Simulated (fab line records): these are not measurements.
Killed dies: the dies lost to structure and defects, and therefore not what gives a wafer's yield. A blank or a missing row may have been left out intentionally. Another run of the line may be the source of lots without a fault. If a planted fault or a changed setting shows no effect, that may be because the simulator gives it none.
Comparing a struck lot with a sound one | flow sfq-line | 21 out of 325 route steps
Sound: the wafers L836.1, L836.3, L836.4. Struck: wafer L826.4. (L826.1 of the same lot was not struck and is left out.) The cause comes at the end.
At each step with rows: each side's tool, then ch and its chambers, then its first start. Under that, the readings that differ: sound wafers | struck wafers | difference of the means | sigmas: that difference in standard deviations of wafers without a fault.
alike: same words and numbers on both sides, and readings whose means sit less than 2 such deviations apart. not compared: any withheld reading, any reading some wafer has no value for, any bound like >300 that may hide the same value, and any number with overlapping values for which the record gives no deviation.
The two part at a step that has a row with sigmas, a row that says differs or no value, or rows on one side only. Numbers that don't overlap but have no deviation are shown without sigmas and don't part them. A reading that every wafer of one side lacks parts them only if that side has two wafers or more.

SFQ_L0_THK_MEAS_902: measures by xrf.
  sound on film-metro-02, day 5 11:41; struck on film-metro-02, day 3 09:41
  alike: L0_MONX_KI_THK
then, 6 steps without rows for these wafers: SFQ_TRILAYER_L0_LITHO_COAT_010 (resist thk 62 nm); SFQ_TRILAYER_L0_LITHO_COAT_005 (resist thk 600 nm); SFQ_TRILAYER_L0_LITHO_SOFTBAKE_009; SFQ_TRILAYER_L0_LITHO_EXPOSE_006 (exposes mask L0, target cd 2000 nm); SFQ_TRILAYER_L0_LITHO_PEB_008 (peb time 60 s); SFQ_TRILAYER_L0_LITHO_DEVELOP_007 (time 60 s).
SFQ_TRILAYER_L0_BARC_OPEN_METAL_ETCH_010: etches BARC in O2, target depth 125 nm, time 41.7 s.
  sound on rie-metal-04 ch 0,1, day 6 22:07; struck on rie-metal-02 ch 1, day 4 15:44
  alike: drypump-motor-current-A, he-backside-leak-sccm, oes-product-au
  not compared: rf-hours-counter-h
SFQ_TRILAYER_L0_ETCH_METAL_ETCH_008: etches MoNx KI in SF6/O2, stops on SiO2, target depth 50 nm, time 25 s.
  sound on rie-metal-04 ch 0,1, day 6 22:10; struck on rie-metal-02 ch 1, day 4 15:47
  alike: drypump-motor-current-A, he-backside-leak-sccm, oes-product-au
  not compared: rf-hours-counter-h
SFQ_TRILAYER_L0_STRIP_STRIP_009: strips in O2.
  sound on rie-metal-04 ch 0,1, day 6 22:13; struck on rie-metal-02 ch 1, day 4 15:50
  alike: drypump-motor-current-A, he-backside-leak-sccm, oes-product-au
  not compared: rf-hours-counter-h
then, 1 step without rows for these wafers: SFQ_TRILAYER_L0_STRIP_SOLV_CLEAN_010 (cleans in NMP, time 600 s).
SFQ_TRILAYER_L0_CAP_PECVD_011: deposits SiO2 from SiH4/N2O, time 13.333 s, target thk 60 nm.
  sound on pecvd-01 ch 0,1, day 6 22:59; struck on pecvd-04 ch 2, day 4 16:37
  alike: heater-power-w, throttle-valve-pct
SFQ_TRILAYER_L0_VIA_LITHO_COAT_018: resist thk 62 nm.
  sound on litho-track-03 ch 0, day 6 23:01; struck on litho-track-01 ch 0, day 4 16:38
  reading                                                  | sound             | struck | difference | sigmas
  model.BARC_of_TRILAYER_L0_VIA_LITHO_COAT_018.thk-nm (nm) | 62.08 61.96 61.88 | 63.32  | +1.35      |
then, 5 steps without rows for these wafers: SFQ_TRILAYER_L0_VIA_LITHO_COAT_013 (resist thk 650 nm); SFQ_TRILAYER_L0_VIA_LITHO_SOFTBAKE_017; SFQ_TRILAYER_L0_VIA_LITHO_EXPOSE_014 (exposes mask L0V, target cd 700 nm); SFQ_TRILAYER_L0_VIA_LITHO_PEB_016 (peb time 60 s); SFQ_TRILAYER_L0_VIA_LITHO_DEVELOP_015 (time 60 s).
SFQ_L0V_OVL_MEAS_903:
  sound on overlay-02, day 8 08:53; struck on overlay-02, day 6 05:19
  alike: L0V_OVL
SFQ_TRILAYER_L0_VIA_BARC_OPEN_VIA_ETCH_021: etches BARC in O2, target depth 125 nm, time 41.7 s.
  sound on rie-diel-03 ch 0,1,3, day 8 08:55; struck on rie-diel-03 ch 1, day 6 05:21
  reading                     | sound             | struck | difference | sigmas
  drypump-motor-current-A (A) | 5.6 6.5 5.3       | 6.5    | +0.7       | +2
  model.etch.depth-nm (nm)    | 62.08 61.96 61.88 | 63.32  | +1.35      |
  alike: oes-product-au
  not compared: rf-hours-counter-h
SFQ_TRILAYER_L0_VIA_ETCH_VIA_ETCH_016: etches SiO2 in CHF3, stops on MoNx KI, target depth 80 nm.
  sound on rie-diel-03 ch 0,1,3, day 8 08:58; struck on rie-diel-03 ch 1, day 6 05:25
  reading                     | sound       | struck | difference | sigmas
  drypump-motor-current-A (A) | 5.6 6.5 5.3 | 6.5    | +0.7       | +2
  alike: oes-product-au

== WHERE THEY PART ==
First at SFQ_TRILAYER_L0_VIA_BARC_OPEN_VIA_ETCH_021; last, within this record, at SFQ_TRILAYER_L0_VIA_ETCH_VIA_ETCH_016.

WHY: the cause the simulator had injected
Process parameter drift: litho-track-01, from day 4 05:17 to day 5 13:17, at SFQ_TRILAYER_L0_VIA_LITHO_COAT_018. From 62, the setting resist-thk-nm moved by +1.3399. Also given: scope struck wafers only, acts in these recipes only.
